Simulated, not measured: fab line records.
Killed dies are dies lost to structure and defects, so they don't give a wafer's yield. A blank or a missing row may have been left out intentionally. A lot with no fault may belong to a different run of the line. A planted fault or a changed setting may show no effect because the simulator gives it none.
The tool behind it: which one? || flow gf180mcu || 11 lots, 33 wafers sampled, at 5 steps of a route of 602

== WHAT THE GAUGES SHOWED, per wafer ==
GF_V1_RS_MEAS_24: a four-point-probe measurement.
{"lot": "L713", "measured": "day 18 02:06", "on": "film metro-03", "V1_W_RS (ohm/sq)": "0.333 0.330 0.328"}
{"lot": "L716", "measured": "day 19 08:14", "on": "film metro-02", "V1_W_RS (ohm/sq)": "0.328 0.329 0.326"}
{"lot": "L717", "measured": "day 19 16:28", "on": "film metro-01", "V1_W_RS (ohm/sq)": "0.329 0.326 0.331"}
{"lot": "L722", "measured": "day 21 13:14", "on": "film metro-01", "V1_W_RS (ohm/sq)": "0.336 0.318 0.321"}
{"lot": "L724", "measured": "day 22 06:22", "on": "film metro-02", "V1_W_RS (ohm/sq)": "0.334 0.332 0.322"}
{"lot": "L726", "measured": "day 23 05:59", "on": "film metro-03", "V1_W_RS (ohm/sq)": "0.360 0.361 0.356"}
{"lot": "L727", "measured": "day 23 10:26", "on": "film metro-03", "V1_W_RS (ohm/sq)": "0.364 0.366 0.366"}
{"lot": "L731", "measured": "day 24 23:57", "on": "film metro-02", "V1_W_RS (ohm/sq)": "0.329 0.338 0.326"}
{"lot": "L733", "measured": "day 25 12:15", "on": "film metro-03", "V1_W_RS (ohm/sq)": "0.326 0.326 0.330"}
{"lot": "L736", "measured": "day 26 07:10", "on": "film metro-03", "V1_W_RS (ohm/sq)": "0.331 0.329 0.328"}
{"lot": "L735", "measured": "day 26 08:53", "on": "film metro-03", "V1_W_RS (ohm/sq)": "0.325 0.325 0.325"}

GF_V1_THK_MEAS_25: measures by xrf.
{"lot": "L713", "measured": "day 18 02:13", "on": "film metro-03", "V1_W_THK (nm)": "345 345 347"}
{"lot": "L716", "measured": "day 19 08:19", "on": "film metro-02", "V1_W_THK (nm)": "348 345 349"}
{"lot": "L717", "measured": "day 19 16:35", "on": "film metro-01", "V1_W_THK (nm)": "341 344 340"}
{"lot": "L722", "measured": "day 21 13:20", "on": "film metro-01", "V1_W_THK (nm)": "335 354 350"}
{"lot": "L724", "measured": "day 22 06:29", "on": "film metro-02", "V1_W_THK (nm)": "340 341 353"}
{"lot": "L726", "measured": "day 23 06:06", "on": "film metro-03", "V1_W_THK (nm)": "314 313 318"}
{"lot": "L727", "measured": "day 23 10:33", "on": "film metro-03", "V1_W_THK (nm)": "309 308 309"}
{"lot": "L731", "measured": "day 25 00:04", "on": "film metro-02", "V1_W_THK (nm)": "346 339 351"}
{"lot": "L733", "measured": "day 25 12:22", "on": "film metro-03", "V1_W_THK (nm)": "348 349 346"}
{"lot": "L736", "measured": "day 26 07:17", "on": "film metro-03", "V1_W_THK (nm)": "345 346 348"}
{"lot": "L735", "measured": "day 26 09:00", "on": "film metro-03", "V1_W_THK (nm)": "349 351 349"}

== TOOL THAT RAN EACH LOT (tool first, then ch and the chambers of the sampled wafers, then the start) ==
{"lot": "L713", "GF_M1_STRIP_17": "plasma asher-04 ch 0,1, day 16 23:44", "GF_V1_SPUTTER_22": "pvd sputter-03, day 18 01:56", "GF_V1_CVD_23": "cvd w-01 ch 1, day 18 01:58"}
{"lot": "L716", "GF_M1_STRIP_17": "plasma asher-04 ch 0,1, day 18 05:43", "GF_V1_SPUTTER_22": "pvd sputter-04, day 19 08:01", "GF_V1_CVD_23": "cvd w-01 ch 0,1, day 19 08:05"}
{"lot": "L717", "GF_M1_STRIP_17": "plasma asher-04 ch 0,1, day 18 14:17", "GF_V1_SPUTTER_22": "pvd sputter-01, day 19 16:19", "GF_V1_CVD_23": "cvd w-01 ch 0,1, day 19 16:21"}
{"lot": "L722", "GF_M1_STRIP_17": "plasma asher-01 ch 0,1, day 20 11:10", "GF_V1_SPUTTER_22": "pvd sputter-01, day 21 13:02", "GF_V1_CVD_23": "cvd w-02 ch 0,1, day 21 13:07"}
{"lot": "L724", "GF_M1_STRIP_17": "plasma asher-01 ch 0,1, day 21 04:23", "GF_V1_SPUTTER_22": "pvd sputter-04, day 22 06:13", "GF_V1_CVD_23": "cvd w-02 ch 0,1, day 22 06:15"}
{"lot": "L726", "GF_M1_STRIP_17": "plasma asher-03 ch 1, day 22 04:20", "GF_V1_SPUTTER_22": "pvd sputter-04, day 23 05:49", "GF_V1_CVD_23": "cvd w-01 ch 0,1, day 23 05:52"}
{"lot": "L727", "GF_M1_STRIP_17": "plasma asher-03 ch 0,1, day 22 09:28", "GF_V1_SPUTTER_22": "pvd sputter-01, day 23 10:16", "GF_V1_CVD_23": "cvd w-01 ch 0,1, day 23 10:18"}
{"lot": "L731", "GF_M1_STRIP_17": "plasma asher-04 ch 0, day 23 23:35", "GF_V1_SPUTTER_22": "pvd sputter-04, day 24 23:48", "GF_V1_CVD_23": "cvd w-02 ch 0,1, day 24 23:50"}
{"lot": "L733", "GF_M1_STRIP_17": "plasma asher-04 ch 0,1, day 24 12:37", "GF_V1_SPUTTER_22": "pvd sputter-01, day 25 12:04", "GF_V1_CVD_23": "cvd w-02 ch 0,1, day 25 12:07"}
{"lot": "L736", "GF_M1_STRIP_17": "plasma asher-04 ch 0,1, day 25 08:31", "GF_V1_SPUTTER_22": "pvd sputter-03, day 26 07:01", "GF_V1_CVD_23": "cvd w-01 ch 0,1, day 26 07:03"}
{"lot": "L735", "GF_M1_STRIP_17": "plasma asher-03 ch 0,1, day 25 10:13", "GF_V1_SPUTTER_22": "pvd sputter-03, day 26 08:44", "GF_V1_CVD_23": "cvd w-02 ch 0,1, day 26 08:46"}
- GF_M1_STRIP_17: strips in O2/N2.
- GF_V1_SPUTTER_22: material TiN, target thk 10 nm, time 40 s.
- GF_V1_CVD_23: deposits W, target thk 350 nm, time 105.05 s.

== AS READ BY THE TOOLS THEMSELVES (means over the sampled wafers that have a number; for cases with no such wafer, the mark the record gives instead) ==
GF_M1_STRIP_17.
{"lot": "L713", "tool": "plasma asher-04", "drypump motor current A (A)": 5.6, "heater power w (W)": 354, "n2 flow sccm (sccm)": 299.8, "oes product au (a.u.)": 0.539, "strip time to endpoint s (s)": 7.37}
{"lot": "L716", "tool": "plasma asher-04", "drypump motor current A (A)": 5.6, "heater power w (W)": 358, "n2 flow sccm (sccm)": 301.0, "oes product au (a.u.)": 0.538, "strip time to endpoint s (s)": 7.39}
{"lot": "L717", "tool": "plasma asher-04", "drypump motor current A (A)": 5.6, "heater power w (W)": 359, "n2 flow sccm (sccm)": 299.6, "oes product au (a.u.)": 0.541, "strip time to endpoint s (s)": 7.43}
{"lot": "L722", "tool": "plasma asher-01", "drypump motor current A (A)": 5.4, "heater power w (W)": 338, "n2 flow sccm (sccm)": 299.6, "oes product au (a.u.)": 0.532, "strip time to endpoint s (s)": 7.35}
{"lot": "L724", "tool": "plasma asher-01", "drypump motor current A (A)": 5.1, "heater power w (W)": 341, "n2 flow sccm (sccm)": 300.6, "oes product au (a.u.)": 0.538, "strip time to endpoint s (s)": 7.40}
{"lot": "L726", "tool": "plasma asher-03", "drypump motor current A (A)": 6.1, "heater power w (W)": 337, "n2 flow sccm (sccm)": 300.1, "oes product au (a.u.)": 0.535, "strip time to endpoint s (s)": 7.36}
{"lot": "L727", "tool": "plasma asher-03", "drypump motor current A (A)": 5.6, "heater power w (W)": 308, "n2 flow sccm (sccm)": 299.8, "oes product au (a.u.)": 0.543, "strip time to endpoint s (s)": 7.48}
{"lot": "L731", "tool": "plasma asher-04", "drypump motor current A (A)": 5.7, "heater power w (W)": 381, "n2 flow sccm (sccm)": 300.1, "oes product au (a.u.)": 0.539, "strip time to endpoint s (s)": 7.45}
{"lot": "L733", "tool": "plasma asher-04", "drypump motor current A (A)": 5.6, "heater power w (W)": 343, "n2 flow sccm (sccm)": 300.1, "oes product au (a.u.)": 0.536, "strip time to endpoint s (s)": 7.37}
{"lot": "L736", "tool": "plasma asher-04", "drypump motor current A (A)": 5.6, "heater power w (W)": 346, "n2 flow sccm (sccm)": 299.3, "oes product au (a.u.)": 0.538, "strip time to endpoint s (s)": 7.41}
{"lot": "L735", "tool": "plasma asher-03", "drypump motor current A (A)": 5.6, "heater power w (W)": 311, "n2 flow sccm (sccm)": 300.5, "oes product au (a.u.)": 0.534, "strip time to endpoint s (s)": 7.39}

GF_V1_SPUTTER_22.
{"lot": "L713", "tool": "pvd sputter-03", "throttle valve pct (%)": 29.1}
{"lot": "L716", "tool": "pvd sputter-04", "throttle valve pct (%)": 29.3}
{"lot": "L717", "tool": "pvd sputter-01", "throttle valve pct (%)": 30.9}
{"lot": "L722", "tool": "pvd sputter-01", "throttle valve pct (%)": 30.7}
{"lot": "L724", "tool": "pvd sputter-04", "throttle valve pct (%)": 30.1}
{"lot": "L726", "tool": "pvd sputter-04", "throttle valve pct (%)": 29.6}
{"lot": "L727", "tool": "pvd sputter-01", "throttle valve pct (%)": 30.2}
{"lot": "L731", "tool": "pvd sputter-04", "throttle valve pct (%)": 29.5}
{"lot": "L733", "tool": "pvd sputter-01", "throttle valve pct (%)": 30.8}
{"lot": "L736", "tool": "pvd sputter-03", "throttle valve pct (%)": 29.6}
{"lot": "L735", "tool": "pvd sputter-03", "throttle valve pct (%)": 30.3}

GF_V1_CVD_23.
{"lot": "L713", "tool": "cvd w-01", "heater power w (W)": 753}
{"lot": "L716", "tool": "cvd w-01", "heater power w (W)": 748}
{"lot": "L717", "tool": "cvd w-01", "heater power w (W)": 740}
{"lot": "L722", "tool": "cvd w-02", "heater power w (W)": 872}
{"lot": "L724", "tool": "cvd w-02", "heater power w (W)": 853}
{"lot": "L726", "tool": "cvd w-01", "heater power w (W)": 746}
{"lot": "L727", "tool": "cvd w-01", "heater power w (W)": 746}
{"lot": "L731", "tool": "cvd w-02", "heater power w (W)": 864}
{"lot": "L733", "tool": "cvd w-02", "heater power w (W)": 878}
{"lot": "L736", "tool": "cvd w-01", "heater power w (W)": 754}
{"lot": "L735", "tool": "cvd w-02", "heater power w (W)": 886}

== THE ANSWER, worked out from the rows above alone ==
Rule: the lots themselves supply what counts as usual. The widest of any qualifying gaps counts: lots, ordered by their means at a reading, are off when they make up no more than a third of the lots, leave a main group of 4 or more, and stand apart from it by 3 or more times the standard deviation of that group's means. Not used: any main group whose means are identical at the precision the tables above print for the reading. A lot without any number at a reading at which 4 lots or more have one is off too. Any other lot the step has rows for is counted as sound. Order of review: gauges by route order, followed by the tools' own readings, for which a lot's mean as printed above is used. The first step at which some lot is off is used, and at that step the reading that is off furthest; a lot without a number counts as furthest.
Off: at GF_V1_RS_MEAS_24 (V1_W_RS), L726, L727. Mean 0.328 ohm/sq and standard deviation 0.002 in the main group.
If a tool, at a process step before that reading, ran all the lots that are off and no sound lot after the first of them, it fits. The gauges at GF_V1_RS_MEAS_24 are tried like those tools. Of those tried, none fits.

== WHAT THE SIMULATOR HAD PUT IN ==
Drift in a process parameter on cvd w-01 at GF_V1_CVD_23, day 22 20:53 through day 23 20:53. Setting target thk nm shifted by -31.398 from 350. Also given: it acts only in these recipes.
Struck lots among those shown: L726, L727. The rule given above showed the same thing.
